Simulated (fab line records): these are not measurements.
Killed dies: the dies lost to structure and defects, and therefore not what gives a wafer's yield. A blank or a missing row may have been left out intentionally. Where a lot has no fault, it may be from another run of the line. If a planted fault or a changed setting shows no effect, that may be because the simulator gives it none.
fab line records    flow sky130    part 2 of 2: steps 33 to 45 of 45
record: lots: 5  wafers: 15  last_day: 49
route steps=708 shown SD_P@331 RES_XHIGH@332 SD_N@342 SALICIDE@361 LI_CONTACT@362
lots that met no fault: from a run of the same line without faults
start_h: the number of hours between the record's first day and the start of the first shown wafer of the lot    wait_h: how many hours have passed since the lot's step before this one    " unchanged from the row above    L1.1+2: one row covering several wafers at once    - no value, or no start given    * or withheld: withheld    < > ~ a bound
route shown NAME@n: names a module that has steps shown in the file, with the first one's number in the route    usual: mean/standard deviation taken from wafers without a fault    same: alike in all rows    chamber/n: place in a boat    sites: readings site by site    _std_site: the standard deviation of these    _edge_site: mean of outer sites minus mean of inner sites    radius_mm: for every site, how far away it sits from the centre of the wafer    mask NAME#n: copy n    behind: tool/chamber where the wafer was last shaped    hold: why the lot was held/for how many hours/how that ended    device: names the non-switching transistor (n, p or np)    end of line: tests of these same wafers at the route's end    a step without rows: its recipe alone    killed: not the wafer's yield, but the dies lost to structure and defects at the first sort    map: shows each die of a wafer: x if killed, . if not, _ if none is there
set.NAME: the setting the step ran with; set.NAME@STEP: the setting that earlier step ran with    model.NAME: the simulator's own value behind a step, which no gauge read
lots at some steps of the route; a table a step, a row a wafer
services: from which hour (start_h, from the record's first day; less than 0 if before it) a tool's chamber was out of use, for how many hours, and why
== steps ==
step: SKY_LI_CONTACT_CMP_02
recipe: material: PSG  down_force_psi: 4  platen_rpm: 60  pad_velocity_m_s: 0.94248
usual: motor_current_A: 11.4/1.2  slurry_flow_ml_min: 150.0/0.49  time_to_endpoint_s: 32.4/3
lot.wafer  tool    chamber  start_h  wait_h  motor_current_A  slurry_flow_ml_min  time_to_endpoint_s
L074.1     cmp-02  2        643.61   0.2     10.5             149.8               31.5
L074.3     "       1        "        "       13.8             149.9               34.8
L074.6     "       3        "        "       9.6              149.6               39.4
L079.1     cmp-01  1        702.37   0.1     11.2             150.0               29.3
L079.3     "       2        "        "       10.6             149.8               33.2
L079.5     "       1        "        "       10.9             149.9               30.7
L080.3     cmp-02  3        711.21   0.0     9.8              149.6               31.9
L080.4     "       0        "        "       12.4             149.6               28.4
L080.2     "       2        "        "       10.6             150.0               28.5
L086.3     cmp-02  2        753.96   0.1     10.5             149.9               30.9
L086.2     "       0        "        "       13.5             149.7               32.4
L086.5     "       2        "        "       10.4             150.4               31.5
L093.2     cmp-01  1        801.29   0.0     11.1             150.4               31.2
L093.4     "       3        "        "       10.5             149.4               30.3
L093.6     "       2        "        "       10.7             150.0               37.3
step: SKY_LI_CONTACT_BOW_MEAS_03
recipe: mode: bow
usual: LI_CONTACT_BOW: 55/6.6
lot.wafer  tool           chamber  start_h  wait_h  LI_CONTACT_BOW[um]
L074.1     film_metro-04  -        643.91   0.2     58
L074.3     "              -        "        "       58
L074.6     "              -        "        "       58
L079.1     film_metro-03  -        702.68   0.3     59
L079.3     "              -        "        "       57
L079.5     "              -        "        "       59
L080.2     film_metro-04  -        711.53   0.1     53
L080.3     "              -        "        "       50
L080.4     "              -        "        "       58
L086.2     film_metro-03  -        754.23   0.1     57
L086.3     "              -        "        "       54
L086.5     "              -        "        "       48
L093.2     film_metro-04  -        801.61   0.3     65
L093.4     "              -        "        "       65
L093.6     "              -        "        "       72
step: SKY_LI_CONTACT_DEHYDRATE_04
recipe: temp_c: 200  time_s: 60
lot.wafer   tool            chamber  start_h  wait_h
L074.1+3+6  litho_track-02  0        658.38   14.4
L079.1+3+5  litho_track-02  0        716.43   13.7
L080.2+3+4  litho_track-02  0        725.35   13.8
L086.2+3+5  litho_track-03  0        766.83   12.6
L093.2+4+6  litho_track-02  0        814.51   12.9
step: SKY_LI_CONTACT_HMDS_05
recipe: prime_time_s: 60  prime_temp_c: 120
lot.wafer   tool            chamber  start_h  wait_h
L074.1+3+6  litho_track-02  0        658.53   0.1
L079.1+3+5  litho_track-02  0        716.58   0.1
L080.2+3+4  litho_track-02  0        725.50   0.1
L086.2+3+5  litho_track-03  0        766.98   0.1
L093.2+4+6  litho_track-02  0        814.66   0.1
step: SKY_LI_CONTACT_COAT_06
recipe: resist: BARC  temp_c: withheld  time_s: withheld  spin_rpm: 3000  resist_thk_nm: 60
lot.wafer   tool            chamber  start_h  wait_h
L074.1+3+6  litho_track-02  0        658.68   0.1
L079.1+3+5  litho_track-02  0        716.73   0.1
L080.2+3+4  litho_track-02  0        725.65   0.1
L086.2+3+5  litho_track-03  0        767.13   0.1
L093.2+4+6  litho_track-02  0        814.81   0.1
step: SKY_LI_CONTACT_COAT_07
recipe: resist: KrF-thick  spin_rpm: 3000  resist_thk_nm: 450
lot.wafer   tool            chamber  start_h  wait_h
L074.1+3+6  litho_track-02  0        -        -
L079.1+3+5  litho_track-02  0        -        -
L080.2+3+4  litho_track-02  0        -        -
L086.2+3+5  litho_track-03  0        -        -
L093.2+4+6  litho_track-02  0        -        -
step: SKY_LI_CONTACT_SOFTBAKE_08
recipe: temp_c: 100  time_s: 90  resist: KrF-thick
lot.wafer   tool            chamber  start_h  wait_h
L074.1+3+6  litho_track-02  0        -        -
L079.1+3+5  litho_track-02  0        -        -
L080.2+3+4  litho_track-02  0        -        -
L086.2+3+5  litho_track-03  0        -        -
L093.2+4+6  litho_track-02  0        -        -
step: SKY_LI_CONTACT_EXPOSE_09
recipe: mask_id: LICM1  na: 0.8  source_shape: annular  sigma_inner: 0.55  sigma_outer: 0.85  target_cd_nm: 170  dose_mj: 38
usual: focus_offset_nm: 0.0/0.56
lot.wafer  tool            chamber  start_h  wait_h  mask     focus_offset_nm
L074.1     krf_scanner-01  0        -        -       LICM1#0  0.1
L074.3     "               0        "        "       LICM1#0  -0.7
L074.6     "               0        "        "       LICM1#0  -0.1
L079.1     krf_scanner-01  0        -        -       LICM1#0  -0.1
L079.3     "               0        "        "       LICM1#0  -0.8
L079.5     "               0        "        "       LICM1#0  -0.2
L080.2     krf_scanner-02  0        -        -       LICM1#0  0.3
L080.3     "               0        "        "       LICM1#0  0.5
L080.4     "               0        "        "       LICM1#0  0.8
L086.2     krf_scanner-01  0        -        -       LICM1#0  0.2
L086.3     "               0        "        "       LICM1#0  -0.3
L086.5     "               0        "        "       LICM1#0  -0.9
L093.2     krf_scanner-01  0        -        -       LICM1#0  -0.2
L093.4     "               0        "        "       LICM1#0  -0.2
L093.6     "               0        "        "       LICM1#0  0.0
step: SKY_LI_CONTACT_PEB_10
recipe: peb_temp_c: withheld  peb_time_s: withheld  resist: KrF-thick
lot.wafer   tool            chamber  start_h  wait_h
L074.1+3+6  litho_track-02  0        -        -
L079.1+3+5  litho_track-02  0        -        -
L080.2+3+4  litho_track-02  0        -        -
L086.2+3+5  litho_track-02  0        -        -
L093.2+4+6  litho_track-04  0        -        -
step: SKY_LI_CONTACT_DEVELOP_11
recipe: develop_time_s: 60  resist: KrF-thick  dev_temp_c: 21
lot.wafer   tool            chamber  start_h  wait_h
L074.1+3+6  litho_track-02  0        -        -
L079.1+3+5  litho_track-02  0        -        -
L080.2+3+4  litho_track-02  0        -        -
L086.2+3+5  litho_track-02  0        -        -
L093.2+4+6  litho_track-04  0        -        -
step: SKY_LI_CONTACT_CD_MEAS_12
recipe: target_cd_nm: 170
usual: cd_nm: 170.0/1.6
lot.wafer  tool       chamber  start_h  wait_h  cd_nm
L074.1     cd_sem-01  -        672.88   -       169.8
L074.3     "          -        "        "       168.8
L074.6     "          -        "        "       169.7
L079.1     cd_sem-02  -        730.83   -       167.4
L079.3     "          -        "        "       167.0
L079.5     "          -        "        "       166.4
L080.2     cd_sem-01  -        739.45   -       171.1
L080.3     "          -        "        "       172.0
L080.4     "          -        "        "       172.8
L086.2     cd_sem-01  -        781.45   -       170.7
L086.3     "          -        "        "       170.3
L086.5     "          -        "        "       170.3
L093.2     cd_sem-02  -        827.83   -       170.0
L093.4     "          -        "        "       168.8
L093.6     "          -        "        "       170.0
step: SKY_LI_CONTACT_OVL_MEAS_13
usual: LI_CONTACT_OVL: 1/6
lot.wafer  tool        chamber  start_h  wait_h  LI_CONTACT_OVL[nm]
L074.1     overlay-01  -        673.00   0.1     -5
L074.3     "           -        "        "       -1
L074.6     "           -        "        "       0
L079.1     overlay-01  -        730.95   0.1     4
L079.3     "           -        "        "       6
L079.5     "           -        "        "       12
L080.2     overlay-01  -        739.56   0.1     13
L080.3     "           -        "        "       22
L080.4     "           -        "        "       7
L086.2     overlay-01  -        781.56   0.1     -16
L086.3     "           -        "        "       -5
L086.5     "           -        "        "       -8
L093.2     overlay-02  -        827.93   0.1     -5
L093.4     "           -        "        "       -1
L093.6     "           -        "        "       -5
step: SKY_LI_CONTACT_ETCH_14
recipe: chemistry: N2/H2  target: BARC  ion_energy_ev: 200  source_w: 500  bias_w: 100  pressure_mtorr: 30  n2_flow_sccm: 100  h2_flow_sccm: 200  stop_on: SiO2  time_s: 45.9  target_depth_a: 600
usual: drypump_motor_current_A: 5.9/0.4  oes_product_au: 0.855/0.0052  throttle_valve_pct: 13.226/0.0088
lot.wafer  tool         chamber  start_h  wait_h  drypump_motor_current_A  oes_product_au  rf_hours_counter_h  throttle_valve_pct
L074.1     rie_diel-01  1        673.04   0.0     5.5                      0.862           35                  13.229
L074.3     "            2        "        "       6.2                      0.858           1                   13.243
L074.6     "            1        "        "       5.6                      0.860           -                   13.228
L079.1     rie_diel-01  3        730.98   0.0     6.4                      0.849           8                   13.220
L079.3     "            1        "        "       5.6                      0.855           36                  13.237
L079.5     "            3        "        "       6.4                      0.852           -                   13.219
L080.2     rie_diel-04  3        739.59   0.0     5.3                      0.847           3                   13.220
L080.3     "            1        "        "       6.6                      0.846           4                   13.228
L080.4     "            1        "        "       6.6                      0.845           -                   13.236
L086.2     rie_diel-04  2        781.59   0.0     5.8                      0.850           4                   13.230
L086.3     "            1        "        "       6.6                      0.856           5                   13.235
L086.5     "            2        "        "       5.8                      0.853           -                   13.225
L093.2     rie_diel-02  0        827.96   0.0     5.9                      0.862           7                   13.236
L093.4     "            2        "        "       5.5                      0.852           19                  13.226
L093.6     "            3        "        "       6.0                      0.860           -                   13.226
== services ==
tool              chamber  start_h  hours  kind
implanter-04      -        577.14   1.7    repair
krf_scanner-01    -        583.85   2.5    repair
iline_stepper-01  -        585.67   6.0    repair
krf_scanner-01    -        588.89   4.4    pm
hdpcvd-02         -        593.43   0.7    repair
iline_stepper-01  -        607.10   8.3    repair
implanter-02      -        614.73   2.4    repair
hdpcvd-02         -        619.38   1.5    repair
krf_scanner-01    -        623.24   1.8    repair
hdpcvd-02         -        642.26   1.1    repair
implanter-02      -        656.64   3.3    pm
krf_scanner-01    -        662.41   1.0    pm
implanter-04      -        672.69   0.7    repair
implanter-04      -        683.54   3.3    pm
plasma_asher-04   -        699.34   7.2    repair
iline_stepper-01  -        704.91   1.7    pm
krf_scanner-01    -        705.33   1.4    repair
krf_scanner-01    -        714.97   1.3    pm
implanter-02      -        715.91   0.5    repair
hdpcvd-02         -        718.94   5.5    pm
iline_stepper-01  -        727.09   2.1    pm
iline_stepper-02  -        729.19   1.7    pm
krf_scanner-01    -        735.99   0.8    pm
krf_scanner-01    -        772.84   4.0    pm
